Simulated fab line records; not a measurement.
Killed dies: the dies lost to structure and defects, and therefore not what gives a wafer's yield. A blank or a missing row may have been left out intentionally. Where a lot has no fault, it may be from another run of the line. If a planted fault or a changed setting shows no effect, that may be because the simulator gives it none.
Check for tools in common || flow sky130 || 11 lots, 33 wafers sampled

REASON FOR OPENING
SKY_LDD_HVN_TW_MEAS_10, reading LDD_HVN_TW: flagged on 2 of 11 lots. No-fault wafers: 1441, standard deviation 8.5.
Rule: a lot gets a flag if all its wafers with a number sit over 4 standard deviations from that mean, or if no wafer of it has a number. As for the other lots, they are considered sound.

{"lot": "L784", "measured": "day 21 02:34", "on": "film_metro-03", "LDD_HVN_TW, wafer by wafer": "1439 1425 1437", "flag": ""}
{"lot": "L787", "measured": "day 22 00:10", "on": "film_metro-03", "LDD_HVN_TW, wafer by wafer": "1444 1444 1445", "flag": ""}
{"lot": "L788", "measured": "day 22 13:25", "on": "film_metro-02", "LDD_HVN_TW, wafer by wafer": "1549 1547 1550", "flag": "FLAGGED"}
{"lot": "L789", "measured": "day 23 03:38", "on": "film_metro-03", "LDD_HVN_TW, wafer by wafer": "1530 1542 1550", "flag": "FLAGGED"}
{"lot": "L797", "measured": "day 25 19:44", "on": "film_metro-02", "LDD_HVN_TW, wafer by wafer": "1460 1448 1453", "flag": ""}
{"lot": "L799", "measured": "day 26 11:54", "on": "film_metro-02", "LDD_HVN_TW, wafer by wafer": "1443 1436 1437", "flag": ""}
{"lot": "L800", "measured": "day 26 20:14", "on": "film_metro-02", "LDD_HVN_TW, wafer by wafer": "1429 1440 1428", "flag": ""}
{"lot": "L801", "measured": "day 27 08:31", "on": "film_metro-02", "LDD_HVN_TW, wafer by wafer": "1448 1445 1452", "flag": ""}
{"lot": "L803", "measured": "day 27 13:26", "on": "film_metro-01", "LDD_HVN_TW, wafer by wafer": "1439 1444 1442", "flag": ""}
{"lot": "L804", "measured": "day 28 05:33", "on": "film_metro-01", "LDD_HVN_TW, wafer by wafer": "1440 1439 1430", "flag": ""}
{"lot": "L805", "measured": "day 28 11:18", "on": "film_metro-03", "LDD_HVN_TW, wafer by wafer": "1445 1437 1440", "flag": ""}
Average over the flagged lots: 1545; offset from the usual +104, equal to +12 standard deviations.

TOOL THAT RAN EACH LOT
Before the reading, the record contains 3 process steps out of a 708-step route. In each cell: the tool, then ch and the chambers that the sampled wafers went through, then the start.
{"lot": "L784", "flag": "", "SKY_POLY_GATE_ETCH_17": "rie_si-02 ch 1,2, day 17 02:30", "SKY_LDD_P_STRIP_10": "plasma_asher-03 ch 1, day 19 18:46", "SKY_LDD_HVN_IMPLANT_08": "implanter-03 ch 0, day 21 02:19"}
{"lot": "L787", "flag": "", "SKY_POLY_GATE_ETCH_17": "rie_si-01 ch 0,1,3, day 17 23:44", "SKY_LDD_P_STRIP_10": "plasma_asher-04 ch 1, day 20 16:46", "SKY_LDD_HVN_IMPLANT_08": "implanter-02 ch 0, day 21 23:55"}
{"lot": "L788", "flag": "FLAGGED", "SKY_POLY_GATE_ETCH_17": "rie_si-01 ch 0,1,3, day 18 14:17", "SKY_LDD_P_STRIP_10": "plasma_asher-02 ch 0,1, day 21 07:07", "SKY_LDD_HVN_IMPLANT_08": "implanter-02 ch 0, day 22 13:11"}
{"lot": "L789", "flag": "FLAGGED", "SKY_POLY_GATE_ETCH_17": "rie_si-01 ch 0,1,2, day 19 03:53", "SKY_LDD_P_STRIP_10": "plasma_asher-04 ch 0,1, day 21 22:20", "SKY_LDD_HVN_IMPLANT_08": "implanter-02 ch 0, day 23 03:23"}
{"lot": "L797", "flag": "", "SKY_POLY_GATE_ETCH_17": "rie_si-01 ch 1,2,3, day 21 21:30", "SKY_LDD_P_STRIP_10": "plasma_asher-03 ch 0,1, day 24 13:46", "SKY_LDD_HVN_IMPLANT_08": "implanter-02 ch 0, day 25 19:29"}
{"lot": "L799", "flag": "", "SKY_POLY_GATE_ETCH_17": "rie_si-01 ch 0,3, day 22 13:44", "SKY_LDD_P_STRIP_10": "plasma_asher-04 ch 0,1, day 25 05:19", "SKY_LDD_HVN_IMPLANT_08": "implanter-04 ch 0, day 26 11:39"}
{"lot": "L800", "flag": "", "SKY_POLY_GATE_ETCH_17": "rie_si-02 ch 0,1,3, day 22 22:32", "SKY_LDD_P_STRIP_10": "plasma_asher-03 ch 1, day 25 14:56", "SKY_LDD_HVN_IMPLANT_08": "implanter-02 ch 0, day 26 19:59"}
{"lot": "L801", "flag": "", "SKY_POLY_GATE_ETCH_17": "rie_si-01 ch 1,3, day 23 10:18", "SKY_LDD_P_STRIP_10": "plasma_asher-03 ch 0,1, day 26 02:56", "SKY_LDD_HVN_IMPLANT_08": "implanter-02 ch 0, day 27 08:18"}
{"lot": "L803", "flag": "", "SKY_POLY_GATE_ETCH_17": "rie_si-01 ch 1,2, day 23 17:32", "SKY_LDD_P_STRIP_10": "plasma_asher-04 ch 0,1, day 26 08:19", "SKY_LDD_HVN_IMPLANT_08": "implanter-04 ch 0, day 27 13:11"}
{"lot": "L804", "flag": "", "SKY_POLY_GATE_ETCH_17": "rie_si-02 ch 0,2,3, day 24 10:27", "SKY_LDD_P_STRIP_10": "plasma_asher-04 ch 0,1, day 26 23:35", "SKY_LDD_HVN_IMPLANT_08": "implanter-04 ch 0, day 28 05:18"}
{"lot": "L805", "flag": "", "SKY_POLY_GATE_ETCH_17": "rie_si-01 ch 2,3, day 24 16:08", "SKY_LDD_P_STRIP_10": "plasma_asher-02 ch 0,1, day 27 05:14", "SKY_LDD_HVN_IMPLANT_08": "implanter-02 ch 0, day 28 11:03"}
What is done by these steps:
- SKY_POLY_GATE_ETCH_17: etches poly-Si in HBr/Cl2, stops on SiO2, target depth 180 nm, time 70.5 s.
- SKY_LDD_P_STRIP_10: strips in O2/N2.
- SKY_LDD_HVN_IMPLANT_08
- SKY_LDD_HVN_TW_MEAS_10

FLAGGED OVER TOTAL, TOOL BY TOOL (the gauges that took the reading come last)
{"step": "SKY_POLY_GATE_ETCH_17", "tool": "rie_si-01", "lots run": 8, "flagged": 2, "share of the flagged lots": "all", "sound lots run after its first flagged lot": "5 (L797,L799,L801,L803,L805)"}
{"step": "SKY_POLY_GATE_ETCH_17", "tool": "rie_si-02", "lots run": 3, "flagged": 0, "share of the flagged lots": "none", "sound lots run after its first flagged lot": "-"}
{"step": "SKY_LDD_P_STRIP_10", "tool": "plasma_asher-02", "lots run": 2, "flagged": 1, "share of the flagged lots": "some", "sound lots run after its first flagged lot": "1 (L805)"}
{"step": "SKY_LDD_P_STRIP_10", "tool": "plasma_asher-03", "lots run": 4, "flagged": 0, "share of the flagged lots": "none", "sound lots run after its first flagged lot": "-"}
{"step": "SKY_LDD_P_STRIP_10", "tool": "plasma_asher-04", "lots run": 5, "flagged": 1, "share of the flagged lots": "some", "sound lots run after its first flagged lot": "3 (L799,L803,L804)"}
{"step": "SKY_LDD_HVN_IMPLANT_08", "tool": "implanter-02", "lots run": 7, "flagged": 2, "share of the flagged lots": "all", "sound lots run after its first flagged lot": "4 (L797,L800,L801,L805)"}
{"step": "SKY_LDD_HVN_IMPLANT_08", "tool": "implanter-03", "lots run": 1, "flagged": 0, "share of the flagged lots": "none", "sound lots run after its first flagged lot": "-"}
{"step": "SKY_LDD_HVN_IMPLANT_08", "tool": "implanter-04", "lots run": 3, "flagged": 0, "share of the flagged lots": "none", "sound lots run after its first flagged lot": "-"}
{"step": "SKY_LDD_HVN_TW_MEAS_10", "tool": "film_metro-01", "lots run": 2, "flagged": 0, "share of the flagged lots": "none", "sound lots run after its first flagged lot": "-"}
{"step": "SKY_LDD_HVN_TW_MEAS_10", "tool": "film_metro-02", "lots run": 5, "flagged": 1, "share of the flagged lots": "some", "sound lots run after its first flagged lot": "4 (L797,L799,L800,L801)"}
{"step": "SKY_LDD_HVN_TW_MEAS_10", "tool": "film_metro-03", "lots run": 4, "flagged": 1, "share of the flagged lots": "some", "sound lots run after its first flagged lot": "1 (L805)"}

WHAT IS ALLOWED BY THE TABLE
In 2 table rows, all flagged lots were run: rie_si-01 (SKY_POLY_GATE_ETCH_17), implanter-02 (SKY_LDD_HVN_IMPLANT_08).
- rie_si-01 at SKY_POLY_GATE_ETCH_17: 2 of its 8 lots flagged. Lots that were sound ran on it after the first flagged one (L797, L799, L801, L803, L805); a persistent fault on the entire tool would not allow that.
- implanter-02 at SKY_LDD_HVN_IMPLANT_08: 2 of its 7 lots flagged. Lots that were sound ran on it after the first flagged one (L797, L800, L801, L805); a persistent fault on the entire tool would not allow that. Its own readings (beam_energy_keV) fall more than 4 standard deviations out on all wafers of the flagged lots.
None of the table's rows ran every flagged lot and, after the first, no sound lot.

WHAT WAS PUT IN BY THE SIMULATOR
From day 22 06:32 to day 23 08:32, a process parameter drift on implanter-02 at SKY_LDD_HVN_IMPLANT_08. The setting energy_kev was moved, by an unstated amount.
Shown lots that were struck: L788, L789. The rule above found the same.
